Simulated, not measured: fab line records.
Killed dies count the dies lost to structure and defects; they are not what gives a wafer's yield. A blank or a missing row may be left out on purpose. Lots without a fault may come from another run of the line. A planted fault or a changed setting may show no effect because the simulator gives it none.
The tool behind it: which one? | flow sky130 | 12 lots with 36 wafers sampled at 4 steps, on a route of 708 steps

## WHAT THE GAUGES SHOWED, per wafer
SKY_VIA4_THK_MEAS_01. Usual: VIA4_HDPCVD_THK 1746 nm, standard deviation 14.
lot  | measured     | on            | VIA4_HDPCVD_THK (nm) | flag
L336 | day 41 01:09 | film_metro-04 | 1772 1764 1758       |
L338 | day 42 02:18 | film_metro-01 | 1771 1743 1761       |
L337 | day 42 07:20 | film_metro-04 | 1748 1733 1748       |
L340 | day 42 14:42 | film_metro-01 | 1733 1746 1740       |
L341 | day 43 11:09 | film_metro-01 | 1748 1728 1763       |
L342 | day 43 10:40 | film_metro-01 | 1757 1733 1727       |
L343 | day 43 12:53 | film_metro-01 | 1724 1725 1729       |
L348 | day 44 21:41 | film_metro-04 | 1736 1755 1747       |
L350 | day 45 05:08 | film_metro-01 | 1764 1764 1736       |
L356 | day 46 21:02 | film_metro-01 | 1742 1738 1741       |
L354 | day 46 21:45 | film_metro-01 | 1746 1727 1721       |
L359 | day 47 19:16 | film_metro-03 | 1730 1726 1738       |

## EACH LOT AND THE TOOL THAT RAN IT (in order: tool; ch and the chambers of the sampled wafers; start)
lot  | SKY_LOCAL_INTERCONNECT_ETCH_13    | SKY_METAL3_METAL_ETCH_18          | SKY_METAL4_SPUTTER_01
L336 | rie_metal-04 ch 0,1, day 29 20:00 | rie_metal-02 ch 0,1, day 37 19:38 | pvd_sputter-04, day 38 23:25
L338 | rie_metal-02 ch 0,1, day 31 00:53 | rie_metal-04 ch 0,1, day 38 20:27 | pvd_sputter-02, day 39 23:58
L337 | rie_metal-02 ch 0,1, day 31 07:19 | rie_metal-04 ch 0,1, day 39 02:19 | pvd_sputter-02, day 40 06:01
L340 | rie_metal-02 ch 0,1, day 31 13:57 | rie_metal-04 ch 0,1, day 39 10:48 | pvd_sputter-04, day 40 13:40
L341 | rie_metal-01 ch 0,1, day 32 06:56 | rie_metal-04 ch 0,1, day 40 06:02 | pvd_sputter-03, day 41 10:07
L342 | rie_metal-01 ch 0,1, day 32 11:03 | rie_metal-02 ch 0,1, day 40 06:23 | pvd_sputter-02, day 41 09:37
L343 | rie_metal-01 ch 0,1, day 32 15:39 | rie_metal-04 ch 0,1, day 40 09:39 | pvd_sputter-03, day 41 12:32
L348 | rie_metal-02 ch 0,1, day 34 03:54 | rie_metal-01 ch 0, day 41 18:15   | pvd_sputter-04, day 42 20:54
L350 | rie_metal-01 ch 0,1, day 34 17:52 | rie_metal-04 ch 0,1, day 42 04:28 | pvd_sputter-02, day 43 06:38
L356 | rie_metal-04 ch 0,1, day 36 11:05 | rie_metal-01 ch 0,1, day 44 00:49 | pvd_sputter-04, day 45 01:05
L354 | rie_metal-01 ch 0,1, day 36 12:41 | rie_metal-01 ch 0,1, day 44 01:54 | pvd_sputter-03, day 45 02:59
L359 | rie_metal-01 ch 0,1, day 37 18:42 | rie_metal-01 ch 0,1, day 45 02:38 | pvd_sputter-02, day 46 01:44
- SKY_LOCAL_INTERCONNECT_ETCH_13: etches BARC in N2/H2, stops on SiO2, time 45.9 s, target depth 60 nm.
- SKY_METAL3_METAL_ETCH_18: etches the open film in Cl2/BCl3, stops on SiO2, target depth 845 nm, time 183.1 s.
- SKY_METAL4_SPUTTER_01: material TiN, target thk 20 nm, time 16.7 s.

## WHAT THE TOOLS THEMSELVES READ (means of the sampled wafers that have a number; where no wafer has one, the mark that the record gives instead)
SKY_LOCAL_INTERCONNECT_ETCH_13. Usual: bias_w 100.0 W, standard deviation 0.31; chamber_pressure_mTorr 29.999 mTorr, standard deviation 0.029; drypump_motor_current_A 6.0 A, standard deviation 0.58; h2_flow_sccm 199.9 sccm, standard deviation 0.59; oes_product_au 0.854 a.u., standard deviation 0.0045; throttle_valve_pct 13.226 %, standard deviation 0.0094.
lot  | tool         | bias_w (W) | chamber_pressure_mTorr (mTorr) | drypump_motor_current_A (A) | h2_flow_sccm (sccm) | oes_product_au (a.u.) | throttle_valve_pct (%) | flag
L336 | rie_metal-04 | 100.1      | 30.015                         | 6.0                         | 199.6               | 0.852                 | 13.224                 |
L338 | rie_metal-02 | 99.8       | 30.012                         | 6.4                         | 199.8               | 0.858                 | 13.226                 |
L337 | rie_metal-02 | 99.9       | 29.974                         | 6.4                         | 200.0               | 0.855                 | 13.231                 |
L340 | rie_metal-02 | 100.2      | 30.017                         | 6.4                         | 200.3               | 0.852                 | 13.237                 |
L341 | rie_metal-01 | 100.1      | 29.990                         | 5.7                         | 200.0               | 0.859                 | 13.233                 |
L342 | rie_metal-01 | 100.0      | 29.975                         | 5.7                         | 200.2               | 0.853                 | 13.228                 |
L343 | rie_metal-01 | 100.3      | 29.982                         | 5.7                         | 199.9               | 0.855                 | 13.219                 |
L348 | rie_metal-02 | 99.6       | 29.990                         | 6.1                         | 199.9               | 0.850                 | 13.219                 |
L350 | rie_metal-01 | 100.1      | 30.012                         | 5.6                         | 200.3               | 0.850                 | 13.226                 |
L356 | rie_metal-04 | 100.1      | 30.032                         | 5.5                         | 200.0               | 0.857                 | 13.218                 |
L354 | rie_metal-01 | 100.3      | 29.986                         | 5.6                         | 200.5               | 0.850                 | 13.224                 |
L359 | rie_metal-01 | 99.8       | 29.997                         | 5.7                         | 199.3               | 0.856                 | 13.219                 |

SKY_METAL3_METAL_ETCH_18. Usual: bias_w 48.51 W, standard deviation 0.14; chamber_pressure_mTorr 10.000 mTorr, standard deviation 0.0096; drypump_motor_current_A 5.9 A, standard deviation 0.55; oes_product_au 0.866 a.u., standard deviation 0.0059; throttle_valve_pct 22.262 %, standard deviation 0.0088.
lot  | tool         | bias_w (W) | chamber_pressure_mTorr (mTorr) | drypump_motor_current_A (A) | oes_product_au (a.u.) | throttle_valve_pct (%) | flag
L336 | rie_metal-02 | 48.34      | 9.992                          | 6.4                         | 0.868                 | 22.263                 |
L338 | rie_metal-04 | 48.63      | 9.998                          | 6.0                         | 0.866                 | 22.257                 |
L337 | rie_metal-04 | 48.55      | 10.000                         | 5.6                         | 0.868                 | 22.266                 |
L340 | rie_metal-04 | 48.50      | 10.004                         | 6.0                         | 0.860                 | 22.262                 |
L341 | rie_metal-04 | 48.48      | 9.981                          | 5.6                         | 0.860                 | 22.261                 |
L342 | rie_metal-02 | 48.56      | 10.005                         | 6.4                         | 0.873                 | 22.268                 |
L343 | rie_metal-04 | 48.54      | 10.006                         | 6.0                         | 0.876                 | 22.254                 |
L348 | rie_metal-01 | 48.44      | 10.007                         | 5.6                         | 0.862                 | 22.257                 |
L350 | rie_metal-04 | 48.66      | 10.000                         | 5.6                         | 0.861                 | 22.263                 |
L356 | rie_metal-01 | 48.48      | 10.005                         | 5.7                         | 0.864                 | 22.259                 |
L354 | rie_metal-01 | 48.46      | 10.007                         | 5.7                         | 0.860                 | 22.259                 |
L359 | rie_metal-01 | 48.51      | 10.006                         | 5.7                         | 0.867                 | 22.272                 |

SKY_METAL4_SPUTTER_01. Usual: throttle_valve_pct 29.7 %, standard deviation 1.3.
lot  | tool           | throttle_valve_pct (%) | flag
L336 | pvd_sputter-04 | 29.3                   |
L338 | pvd_sputter-02 | 28.9                   |
L337 | pvd_sputter-02 | 29.6                   |
L340 | pvd_sputter-04 | 30.1                   |
L341 | pvd_sputter-03 | 30.6                   |
L342 | pvd_sputter-02 | 29.0                   |
L343 | pvd_sputter-03 | 32.1                   |
L348 | pvd_sputter-04 | 29.3                   |
L350 | pvd_sputter-02 | 29.4                   |
L356 | pvd_sputter-04 | 29.6                   |
L354 | pvd_sputter-03 | 31.9                   |
L359 | pvd_sputter-02 | 29.7                   |

## THE ANSWER, worked out from the rows above alone
Rule: a lot is off if the mean of its wafers that have a number lies more than 3 standard deviations from the usual mean. A lot without any number at a reading at which 4 lots or more have one is off too. The other lots that the step has rows for count as sound. The gauges are gone through in route order, then the tools' own readings, and for those a lot's mean is taken as printed above. At the first step where some lot is off, the reading lying furthest off is the one used; lots without a number count as furthest.
None of the lots is off at any reading shown; this tells nothing.

## WHAT WAS PUT IN BY THE SIMULATOR
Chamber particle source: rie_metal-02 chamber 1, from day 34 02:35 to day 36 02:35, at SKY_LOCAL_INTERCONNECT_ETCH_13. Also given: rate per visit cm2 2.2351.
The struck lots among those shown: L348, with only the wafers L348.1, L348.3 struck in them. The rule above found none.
